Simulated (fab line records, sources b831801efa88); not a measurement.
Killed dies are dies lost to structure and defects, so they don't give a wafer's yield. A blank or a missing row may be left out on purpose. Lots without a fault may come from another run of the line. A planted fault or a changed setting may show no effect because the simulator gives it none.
Which tool did it? | flow gf180mcu | 13 lots, 39 wafers sampled, at 6 steps of a route of 602

WHAT THE GAUGES READ, wafer by wafer
GF_MVSD_TW_MEAS_11.
lot  | measured     | on            | MVSD_TW
L114 | day 4 11:25  | film_metro-04 | 1601 1607 1600
L115 | day 4 16:20  | film_metro-03 | 1578 1586 1579
L116 | day 4 20:19  | film_metro-04 | 1607 1607 1605
L118 | day 5 10:38  | film_metro-04 | 1591 1594 1591
L119 | day 5 15:09  | film_metro-02 | 1581 1586 1583
L120 | day 5 21:26  | film_metro-03 | 1579 1582 1572
L123 | day 6 16:29  | film_metro-03 | 1583 1569 1579
L126 | day 7 09:29  | film_metro-03 | 1577 1581 1579
L131 | day 8 13:20  | film_metro-04 | 1619 1617 1612
L134 | day 9 06:26  | film_metro-04 | 1610 1622 1622
L135 | day 9 11:21  | film_metro-02 | 1571 1586 1586
L136 | day 9 18:43  | film_metro-04 | 1612 1623 1608
L137 | day 10 02:05 | film_metro-03 | 1578 1576 1578

GF_HV_LDD_CD_MEAS_31: target cd 400 nm.
lot  | measured     | on        | cd_nm (nm)
L114 | day 11 13:25 | cd_sem-02 | 402.3 400.9 402.0
L115 | day 11 19:35 | cd_sem-01 | 401.1 398.7 400.1
L116 | day 12 00:18 | cd_sem-01 | 400.1 399.7 401.2
L118 | day 12 21:53 | cd_sem-01 | 402.4 402.8 401.9
L119 | day 13 02:16 | cd_sem-02 | 398.5 398.0 398.3
L120 | day 13 14:03 | cd_sem-02 | 398.0 397.7 397.6
L123 | day 14 13:52 | cd_sem-01 | 399.0 398.1 399.4
L126 | day 15 11:01 | cd_sem-02 | 403.4 402.8 401.3
L131 | day 16 22:45 | cd_sem-01 | 399.9 403.2 402.0
L134 | day 18 02:08 | cd_sem-02 | 404.3 402.7 402.6
L135 | day 18 07:13 | cd_sem-01 | 396.9 398.7 398.1
L136 | day 18 19:14 | cd_sem-01 | 402.9 404.7 404.0
L137 | day 19 04:52 | cd_sem-02 | 402.6 401.4 403.3

GF_HV_LDD_OVL_MEAS_32.
lot  | measured     | on         | HV_LDD_02_OVL (nm)
L114 | day 11 13:32 | overlay-01 | 0.4 3.7 0.5
L115 | day 11 19:43 | overlay-02 | 1.3 4.5 2.3
L116 | day 12 00:25 | overlay-01 | 2.9 2.2 1.8
L118 | day 12 22:00 | overlay-02 | 1.1 0.9 0.2
L119 | day 13 02:23 | overlay-02 | 1.9 2.3 -0.4
L120 | day 13 14:10 | overlay-01 | 0.2 2.0 1.0
L123 | day 14 13:59 | overlay-02 | -1.7 0.9 -0.3
L126 | day 15 11:07 | overlay-01 | -0.1 0.7 3.5
L131 | day 16 22:52 | overlay-01 | 2.6 3.4 3.7
L134 | day 18 02:14 | overlay-01 | 1.8 -0.3 0.6
L135 | day 18 07:19 | overlay-02 | 2.2 3.3 3.1
L136 | day 18 19:22 | overlay-02 | 0.1 0.6 0.3
L137 | day 19 04:58 | overlay-02 | 1.3 -0.7 0.2

GF_HV_LDD_TW_MEAS_38.
lot  | measured     | on            | HV_LDD_3_TW
L114 | day 11 14:17 | film_metro-04 | 1460 1457 1457
L115 | day 11 20:27 | film_metro-02 | 1440 1429 1436
L116 | day 12 01:10 | film_metro-04 | 1467 1465 1461
L118 | day 12 22:44 | film_metro-04 | 1461 1470 1462
L119 | day 13 03:07 | film_metro-03 | 1432 1430 1425
L120 | day 13 14:55 | film_metro-02 | 1433 1424 1427
L123 | day 14 14:43 | film_metro-02 | 1523 1523 1516
L126 | day 15 11:52 | film_metro-04 | 1550 1557 1543
L131 | day 16 23:37 | film_metro-02 | 1428 1433 1447
L134 | day 18 02:59 | film_metro-02 | 1431 1425 1430
L135 | day 18 08:04 | film_metro-04 | 1469 1470 1460
L136 | day 18 20:06 | film_metro-02 | 1423 1427 1435
L137 | day 19 05:43 | film_metro-02 | 1432 1430 1432

GF_HV_LDD_RS_MEAS_53: measures by four-point-probe.
lot  | measured     | on            | HV_LDD_RS (ohm/sq)
L114 | day 12 09:43 | film_metro-03 | 417.6 417.8 418.7
L115 | day 12 16:16 | film_metro-03 | 419.2 419.3 418.8
L116 | day 12 20:56 | film_metro-04 | 419.5 418.4 418.8
L118 | day 13 18:53 | film_metro-03 | 417.6 417.8 416.8
L119 | day 13 23:33 | film_metro-02 | 418.6 417.8 418.5
L120 | day 14 11:29 | film_metro-02 | 418.5 417.7 419.6
L123 | day 15 12:30 | film_metro-04 | 405.3 405.5 406.4
L126 | day 16 08:58 | film_metro-04 | 403.3 403.6 403.5
L131 | day 17 22:44 | film_metro-02 | 417.6 418.0 418.9
L134 | day 19 03:08 | film_metro-02 | 419.1 418.4 420.0
L135 | day 19 07:35 | film_metro-04 | 416.2 417.5 417.6
L136 | day 19 20:31 | film_metro-04 | 419.1 418.8 417.0
L137 | day 20 06:13 | film_metro-04 | 420.1 418.8 419.2

WHICH TOOL RAN EACH LOT (tool, then ch and the chambers of the sampled wafers, then the start)
lot  | GF_HV_LDD_IMPLANT_33
L114 | implanter-01 ch 0, day 11 13:35
L115 | implanter-01 ch 0, day 11 19:45
L116 | implanter-01 ch 0, day 12 00:28
L118 | implanter-03 ch 0, day 12 22:03
L119 | implanter-02 ch 0, day 13 02:26
L120 | implanter-03 ch 0, day 13 14:13
L123 | implanter-03 ch 0, day 14 14:02
L126 | implanter-03 ch 0, day 15 11:10
L131 | implanter-01 ch 0, day 16 22:55
L134 | implanter-01 ch 0, day 18 02:19
L135 | implanter-01 ch 0, day 18 07:22
L136 | implanter-02 ch 0, day 18 19:24
L137 | implanter-01 ch 0, day 19 05:01
- GF_HV_LDD_IMPLANT_33

WHAT THE TOOLS THEMSELVES READ (means of the sampled wafers that have a number; where no wafer has one, the mark that the record gives instead)
GF_HV_LDD_IMPLANT_33.
lot  | tool         | dose_ions_cm2 | faraday_current_uA
L114 | implanter-01 | 7.500e+12     | 41.7
L115 | implanter-01 | 7.490e+12     | 42.2
L116 | implanter-01 | 7.505e+12     | 41.6
L118 | implanter-03 | 7.500e+12     | 42.4
L119 | implanter-02 | 7.505e+12     | 43.2
L120 | implanter-03 | 7.500e+12     | 42.3
L123 | implanter-03 | 1.331e+13     | 75.6
L126 | implanter-03 | 1.331e+13     | 75.7
L131 | implanter-01 | 7.497e+12     | 42.6
L134 | implanter-01 | 7.496e+12     | 41.1
L135 | implanter-01 | 7.506e+12     | 42.2
L136 | implanter-02 | 7.513e+12     | 42.4
L137 | implanter-01 | 7.497e+12     | 42.2

THE ANSWER, worked out from the rows above alone
Rule: what is usual is taken from the lots themselves. Put in order of their means at a reading, lots are off if they are a third of the lots or fewer, leave a main group of 4 or more, and stand apart from it by a gap of 3 or more times the standard deviation of the main group's means; of several such gaps the widest counts. A main group whose means are all the same, to the digits that the tables above print for the reading, isn't used. A lot without any number at a reading at which 4 lots or more have one is off too. The other lots that the step has rows for count as sound. The gauges are gone through in route order, then the tools' own readings, and for those a lot's mean is taken as printed above. The first step at which some lot is off is used, and at that step the reading that is off furthest; a lot without a number counts as furthest.
Off: L123, L126, at GF_HV_LDD_TW_MEAS_38 (HV_LDD_3_TW). The main group: mean 1443, standard deviation 16.
A tool fits if, at a process step before that reading, it ran every lot that is off, and no sound lot after the first of them. The gauges at GF_HV_LDD_TW_MEAS_38 aren't tried: what is off there is off at GF_HV_LDD_IMPLANT_33 too, on other tools, and a gauge's error can't cause that. One fits: implanter-03 at GF_HV_LDD_IMPLANT_33. Its last sound lot is L120 (day 13 14:13), its first lot that is off L123 (day 14 14:02): a fault that began between those two fits.
The tool's own readings at GF_HV_LDD_IMPLANT_33 bear it out: on the lots that are off they differ by more than 5 times the standard deviation of the sound lots' means. dose_ions_cm2 reads 1.331e+13 there against 7.501e+12 on the sound lots; faraday_current_uA reads 75.7 there against 42.2 on the sound lots.

WHAT THE SIMULATOR HAD PUT IN
Process parameter drift: implanter-03, from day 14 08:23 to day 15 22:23, at GF_HV_LDD_IMPLANT_33. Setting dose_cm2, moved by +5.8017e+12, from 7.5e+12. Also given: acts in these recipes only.
Lots struck among those shown: L123, L126. The rule above found the same.
